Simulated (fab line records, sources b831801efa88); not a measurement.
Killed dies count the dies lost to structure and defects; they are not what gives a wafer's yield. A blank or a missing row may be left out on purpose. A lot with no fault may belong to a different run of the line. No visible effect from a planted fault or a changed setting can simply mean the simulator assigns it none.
Matching of chambers + flow gf180mcu + GF_POLY_GATE_ETCH_13 on rie-si-01 has 4 sister chambers
The step etches poly-Si in HBr/Cl2, stops on SiO2, target depth 198.5 nm, time 69.6 s. 7 wafers are shown with their chamber, then 7 later ones without.

## WAFERS, EACH WITH ITS CHAMBER
| wafer  | chamber | drypump-motor-current-A (A) | run-length-s (s) |
|--------|---------|-----------------------------|------------------|
| L756.4 | 2       | 5.75                        | 98.3             |
| L756.6 | 1       | 5.68                        | 97.9             |
| L757.2 | 1       | 5.69                        | 98.1             |
| L757.5 | 2       | 5.75                        | 98.4             |
| L757.6 | 3       | 5.90                        | 97.0             |
| L760.2 | 0       | 6.32                        | 97.1             |
| L760.3 | 3       | 5.90                        | 97.3             |

## WAFERS WHOSE CHAMBER IS MISSING
| wafer  | drypump-motor-current-A (A) | run-length-s (s) |
|--------|-----------------------------|------------------|
| L760.5 | 5.90                        | 96.9             |
| L765.1 | 5.67                        | 98.1             |
| L765.5 | 6.32                        | 97.1             |
| L765.6 | 5.68                        | 98.2             |
| L775.1 | 5.78                        | 98.6             |
| L775.4 | 5.89                        | 97.1             |
| L775.5 | 5.67                        | 98.5             |

## WHICH CHAMBER EACH ONE RAN IN
| wafer  | from the rows above | in truth |
|--------|---------------------|----------|
| L760.5 | 3                   | 3        |
| L765.1 | 1                   | 1        |
| L765.5 | 0                   | 0        |
| L765.6 | 1                   | 1        |
| L775.1 | 2                   | 2        |
| L775.4 | 3                   | 3        |
| L775.5 | 1                   | 1        |
Correct placement for 7 of the 7. Number that these rows cannot place: 0. Wrongly placed: 0.
How it was worked out, from the rows above alone: a wafer's distance from a chamber is the root of the sum, over the readings, of the square of ((its reading less the chamber's mean) divided by the reading's scatter). If the next closest chamber is less than 2 further off than the closest, the wafer can't be placed; otherwise it belongs to the closest. Each chamber's mean is taken over the wafers shown for it. The scatter: take each reading less its chamber's mean, square it, sum over the shown wafers, divide by the number of wafers less the number of chambers, and take the root.
